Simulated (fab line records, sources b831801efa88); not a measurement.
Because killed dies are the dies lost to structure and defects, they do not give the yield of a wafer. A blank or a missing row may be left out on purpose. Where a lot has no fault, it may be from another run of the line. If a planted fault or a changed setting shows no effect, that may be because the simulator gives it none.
Chamber matching -- flow sky130 -- rie-diel-04 running SKY_LI_CONTACT_ETCH_14: 4 sister chambers
The step etches BARC in N2/H2, stops on SiO2, time 45.9 s, target depth 60 nm. 4 wafers are shown with their chamber, then 8 later ones without.

## EACH WAFER AND ITS CHAMBER
wafer,chamber,drypump-motor-current-A (A)
L084.5,1,5.5
L087.1,3,6.4
L087.2,2,5.8
L087.4,0,6.0

## WAFERS WHOSE CHAMBER IS MISSING
wafer,drypump-motor-current-A (A)
L087.5,5.8
L087.6,6.5
L086.1,6.5
L086.2,6.0
L086.3,5.8
L086.4,6.0
L086.5,5.8
L086.6,6.5

## THE CHAMBER EACH PASSED THROUGH
wafer,from the rows above,in truth
L087.5,2,2
L087.6,3,3
L086.1,3,3
L086.2,0,0
L086.3,2,2
L086.4,0,0
L086.5,2,2
L086.6,3,3
Correctly placed: 8 of 8. From these rows, 0 cannot be placed. Placed wrongly: 0.
How it was worked out, from the rows above alone: a wafer's distance from a chamber is the root of the sum, over the readings, of the square of ((its reading less the chamber's mean) divided by the reading's scatter). The wafer belongs to the nearest chamber; if the next one is less than 2 further off, it can't be placed. The mean given for a chamber averages the wafers shown for that chamber. The scatter (one wafer shown for each chamber): square how far every hidden wafer sits from the nearest shown wafer, average those squares and take the square root.
